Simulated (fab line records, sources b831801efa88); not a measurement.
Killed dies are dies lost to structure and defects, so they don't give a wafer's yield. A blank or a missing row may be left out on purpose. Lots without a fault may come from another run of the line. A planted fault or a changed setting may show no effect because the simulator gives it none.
A struck lot beside a sound one | flow sky130 | 18 steps out of a route of 708
Sound: wafers L979.1, L979.5, L979.6. Struck: wafers L981.2, L981.5, L981.6. The cause comes at the end.
At each step with rows: each side's tool, then ch and its chambers, then its first start. Under that, the readings that differ: sound wafers | struck wafers | difference of the means | sigmas: that difference in standard deviations of wafers without a fault.
alike: readings whose means differ by less than 2 such deviations, and words and numbers that are the same on both sides. not compared: withheld readings, readings that some wafer has no value for, bounds like >300 that may hide the same value, and numbers for which the record gives no deviation and whose values overlap.
The two part at a step that has a row with sigmas, a row that says differs or no value, or rows on one side only. Numbers that don't overlap but have no deviation are shown without sigmas and don't part them. A reading that every wafer of one side lacks parts them only if that side has two wafers or more.

first, 3 steps without rows for these wafers: SKY_VT_ADJUST_HVTP_EXPOSE_04 (exposes mask HVTPM, target cd 380 nm); SKY_VT_ADJUST_HVTP_PEB_05; SKY_VT_ADJUST_HVTP_DEVELOP_06 (develop time 60 s).
SKY_VT_ADJUST_HVTP_CD_MEAS_07: target cd 380 nm.
  sound on cd_sem-02, day 7 07:53; struck on cd_sem-02, day 7 19:00
  alike: cd_nm
SKY_VT_ADJUST_HVTP_OVL_MEAS_08:
  sound on overlay-02, day 7 08:00; struck on overlay-01, day 7 19:07
  alike: VT_ADJUST_HVTP_OVL
then, 1 step without rows for these wafers: SKY_VT_ADJUST_HVTP_IMPLANT_09.
SKY_VT_ADJUST_HVTP_STRIP_10: strips in O2/N2.
  sound on plasma_asher-01 ch 0,1, day 7 08:11; struck on plasma_asher-04 ch 0,1, day 7 19:17
  alike: drypump_motor_current_A, oes_product_au, strip_time_to_endpoint_s
  not compared: rf_hours_counter_h
SKY_VT_ADJUST_HVTP_TW_MEAS_11:
  sound on film_metro-03, day 7 08:17; struck on film_metro-02, day 7 19:24
  alike: VT_ADJUST_HVTP_TW
then, 4 steps without rows for these wafers: SKY_VT_ADJUST_LVTN_DEHYDRATE_00 (time 60 s); SKY_VT_ADJUST_LVTN_HMDS_01 (prime time 60 s); SKY_VT_ADJUST_LVTN_COAT_02 (resist thk 3000 nm); SKY_VT_ADJUST_LVTN_SOFTBAKE_03.
SKY_VT_ADJUST_LVTN_EXPOSE_04: exposes mask NWM COMPLEMENT LESS NATIVE, target cd 840 nm.
  sound on iline_stepper-02 ch 0, day 7 18:20; struck on iline_stepper-01 ch 0, day 8 05:17
  reading                                | sound             | struck      | difference | sigmas
  model.VT_ADJUST_LVTN.overlay_x_nm (nm) | 1.212 1.212 1.212 | 289 289 289 | +288       |
  alike: mask
then, 2 steps without rows for these wafers: SKY_VT_ADJUST_LVTN_PEB_05; SKY_VT_ADJUST_LVTN_DEVELOP_06 (develop time 60 s).
SKY_VT_ADJUST_LVTN_OVL_MEAS_07:
  sound on overlay-01, day 8 04:19; struck on overlay-02, day 8 15:55
  reading                 | sound        | struck            | difference | sigmas
  VT_ADJUST_LVTN_OVL (nm) | 0.6 -0.3 1.4 | 289.9 288.8 289.5 | +288.8     | +99 or more
then, 1 step without rows for these wafers: SKY_VT_ADJUST_LVTN_IMPLANT_08.
-- the record jumps here: 39 days lie between the struck wafers' starts before and after (it left off in module VT_ADJUST_LVTN and takes up again in module PAD_OPEN, whose first step shown is number 708 of the route) --
SKY_PAD_OPEN_PROBE_99:
  sound on prober-01, day 47 04:23; struck on prober-01, day 47 16:52
  reading             | sound    | struck      | difference | sigmas
  killed_at_front_end | 17 15 14 | 329 359 333 | +325       | +81
  killed_dies         | 84 79 96 | 403 422 399 | +322       | +37
  killed_on_rim       | 17 15 15 | 76 87 75    | +64        | +18
  alike: killed_at_M0_to_M3, killed_at_M4_up, killed_at_contacts, killed_at_other, killed_open, killed_short

WHERE THEY PART
First at SKY_VT_ADJUST_LVTN_OVL_MEAS_07; last, within this record, at SKY_PAD_OPEN_PROBE_99.

WHY: what the simulator had put in
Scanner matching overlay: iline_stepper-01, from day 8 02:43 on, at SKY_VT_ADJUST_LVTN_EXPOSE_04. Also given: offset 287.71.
